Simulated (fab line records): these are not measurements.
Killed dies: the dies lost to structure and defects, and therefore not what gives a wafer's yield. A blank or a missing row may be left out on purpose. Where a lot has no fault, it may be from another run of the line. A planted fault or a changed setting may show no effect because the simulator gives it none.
Chamber matching / flow sky130 / 4 sister chambers for SKY_POLY_GATE_ETCH_16 on rieDiel-01
The step etches Si3N4 in CH3F/O2, stops on poly-Si, time 147.5 s, target depth 75 nm. 8 wafers are shown with their chamber, then 12 later ones without.

== WAFERS WITH THEIR CHAMBER ==
wafer=L079.1; chamber=1; drypumpMotorCurrentA (A)=5.5; throttleValvePct (%)=10.525
wafer=L083.1; chamber=2; drypumpMotorCurrentA (A)=6.1; throttleValvePct (%)=10.538
wafer=L085.4; chamber=2; drypumpMotorCurrentA (A)=6.2; throttleValvePct (%)=10.527
wafer=L084.2; chamber=3; drypumpMotorCurrentA (A)=5.4; throttleValvePct (%)=10.535
wafer=L084.5; chamber=0; drypumpMotorCurrentA (A)=5.8; throttleValvePct (%)=10.531
wafer=L087.1; chamber=1; drypumpMotorCurrentA (A)=5.5; throttleValvePct (%)=10.541
wafer=L087.2; chamber=0; drypumpMotorCurrentA (A)=5.8; throttleValvePct (%)=10.542
wafer=L087.5; chamber=3; drypumpMotorCurrentA (A)=5.4; throttleValvePct (%)=10.534

== WAFERS WITH NO CHAMBER GIVEN ==
wafer=L088.1; drypumpMotorCurrentA (A)=6.1; throttleValvePct (%)=10.540
wafer=L088.3; drypumpMotorCurrentA (A)=5.5; throttleValvePct (%)=10.532
wafer=L088.6; drypumpMotorCurrentA (A)=5.4; throttleValvePct (%)=10.528
wafer=L092.1; drypumpMotorCurrentA (A)=5.5; throttleValvePct (%)=10.537
wafer=L092.5; drypumpMotorCurrentA (A)=5.7; throttleValvePct (%)=10.544
wafer=L092.6; drypumpMotorCurrentA (A)=5.5; throttleValvePct (%)=10.529
wafer=L094.1; drypumpMotorCurrentA (A)=5.5; throttleValvePct (%)=10.541
wafer=L094.2; drypumpMotorCurrentA (A)=5.7; throttleValvePct (%)=10.539
wafer=L094.6; drypumpMotorCurrentA (A)=6.1; throttleValvePct (%)=10.534
wafer=L096.1; drypumpMotorCurrentA (A)=5.5; throttleValvePct (%)=10.537
wafer=L096.2; drypumpMotorCurrentA (A)=6.2; throttleValvePct (%)=10.525
wafer=L096.5; drypumpMotorCurrentA (A)=6.2; throttleValvePct (%)=10.535

== EACH ONE'S CHAMBER ==
wafer=L088.1; from the rows above=2; in truth=2
wafer=L088.3; from the rows above=1; in truth=1
wafer=L088.6; from the rows above=3; in truth=3
wafer=L092.1; from the rows above=1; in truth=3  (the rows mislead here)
wafer=L092.5; from the rows above=0; in truth=0
wafer=L092.6; from the rows above=1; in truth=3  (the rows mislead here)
wafer=L094.1; from the rows above=can't be placed: 1 or 3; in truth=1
wafer=L094.2; from the rows above=0; in truth=0
wafer=L094.6; from the rows above=2; in truth=2
wafer=L096.1; from the rows above=1; in truth=1
wafer=L096.2; from the rows above=2; in truth=2
wafer=L096.5; from the rows above=2; in truth=2
Correct placement for 9 of the 12. Can't be placed from these rows: 1 (the true chamber is among the candidates in 1). Wrongly placed: 2.
How it was worked out, from the rows above alone: a wafer's distance from a chamber is the root of the sum, over the readings, of the square of ((its reading less the chamber's mean) divided by the reading's scatter). The wafer belongs to the nearest chamber; if the next one is less than 2 further off, it can't be placed. For every chamber, the mean is computed from those of its wafers that are shown. The scatter is the square root of a quotient: the sum, over the shown wafers, of each reading's squared deviation from its chamber's mean, divided by wafers minus chambers.
